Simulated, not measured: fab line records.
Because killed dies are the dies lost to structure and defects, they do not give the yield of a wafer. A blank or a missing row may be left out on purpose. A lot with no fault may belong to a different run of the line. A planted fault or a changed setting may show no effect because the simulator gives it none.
Comparing a struck lot with a sound one ; flow sky130 ; 17 out of 708 route steps
Sound: the wafers L541.1, L541.4, L541.6. Struck: wafer L539.4 (left out: L539.3, a lot-mate that was not struck); the cause follows at the end.
For every step that has rows: the tool of each side, followed by ch and its chambers, followed by its first start. Under that, the readings that differ: sound wafers ; struck wafers ; difference of the means ; sigmas: that difference in standard deviations of wafers without a fault.
alike: readings whose means differ by less than 2 such deviations, and words and numbers that are the same on both sides. not compared: withheld readings, readings that some wafer has no value for, bounds like >300 that may hide the same value, and numbers for which the record gives no deviation and whose values overlap.
Wherever a step has rows on one side only, a row that says differs or no value, or a row with sigmas, the two part there. Non-overlapping numbers with no deviation appear without sigmas and do not part them. A reading missing from all wafers of one side parts the sides only when that side holds two or more wafers.

SKY_LDD_HVN_OVL_MEAS_07:
  sound: overlay-01 at day 26 09:22; struck: overlay-01 at day 25 09:30
  alike: LDD_HVN_OVL
next, for these wafers, 1 step has no rows: SKY_LDD_HVN_IMPLANT_08.
SKY_LDD_HVN_STRIP_09: strips in O2/N2.
  sound on plasmaAsher-02 ch 0, day 26 09:33; struck on plasmaAsher-03 ch 1, day 25 09:42
  alike: drypumpMotorCurrentA, oesProductAu, stripTimeToEndpointS
  not compared: rfHoursCounterH
SKY_LDD_HVN_TW_MEAS_10:
  sound: filmMetro-01 at day 26 09:39; struck: filmMetro-04 at day 25 09:47
  alike: LDD_HVN_TW
then, 7 steps without rows for these wafers: SKY_LDD_HVP_DEHYDRATE_00 (time 60 s); SKY_LDD_HVP_HMDS_01 (prime time 60 s); SKY_LDD_HVP_COAT_02 (resist thk 300 nm); SKY_LDD_HVP_SOFTBAKE_03 (time 60 s); SKY_LDD_HVP_EXPOSE_04 (exposes mask HVPTM, target cd 700 nm); SKY_LDD_HVP_PEB_05; SKY_LDD_HVP_DEVELOP_06 (develop time 60 s).
SKY_LDD_HVP_OVL_MEAS_07:
  sound: overlay-02 at day 27 13:19; struck: overlay-02 at day 26 14:35
  alike: LDD_HVP_OVL
SKY_LDD_HVP_IMPLANT_08:
  sound on implanter-01 ch 0, day 27 13:22; struck on implanter-02 ch 0, day 26 14:40
SKY_LDD_HVP_STRIP_09: strips in O2/N2.
  sound on plasmaAsher-03 ch 0,1, day 27 13:31; struck on plasmaAsher-03 ch 0, day 26 14:47
  alike: drypumpMotorCurrentA, oesProductAu, stripTimeToEndpointS
  not compared: rfHoursCounterH
SKY_LDD_HVP_TW_MEAS_10:
  sound: filmMetro-01 at day 27 13:37; struck: filmMetro-03 at day 26 14:53
reading;sound;struck;difference;sigmas
LDD_HVP_TW;458 456 458;447;-10;-3
then, 1 step without rows for these wafers: SKY_LDD_LDN_DEHYDRATE_00 (time 60 s).
-- record jumps: 22 days separate the struck wafers' starts on either side; left off in module LDD_LDN, taken up again in module PAD_OPEN, whose first shown step is the route's number 708 --
SKY_PAD_OPEN_PROBE_99:
  sound: prober-01 at day 49 10:59; struck: prober-01 at day 49 01:37
reading;sound;struck;difference;sigmas
model.etest.tip_p_5v.rsOhmSq;2848 2864 2848;3190;+337;
model.etest.tip_p_5v.rsOhmSqRange;83.07 78.13 82.86;313.3;+231.9;
model.etest.tip_p_5v.rsOhmSqRimLessCentre;-16.33 -21.56 -11.51;-117.8;-101.3;
  alike: killed_at_M0_to_M3, killed_at_M4_up, killedAtContacts, killedAtFrontEnd, killedAtOther, killedDies, killedOpen, killedShort

== WHERE THEY PART ==
Within this record, at SKY_LDD_HVP_TW_MEAS_10 only. Later steps at which nothing parts them and some readings are alike: SKY_PAD_OPEN_PROBE_99.

WHY: whatever the simulator had introduced
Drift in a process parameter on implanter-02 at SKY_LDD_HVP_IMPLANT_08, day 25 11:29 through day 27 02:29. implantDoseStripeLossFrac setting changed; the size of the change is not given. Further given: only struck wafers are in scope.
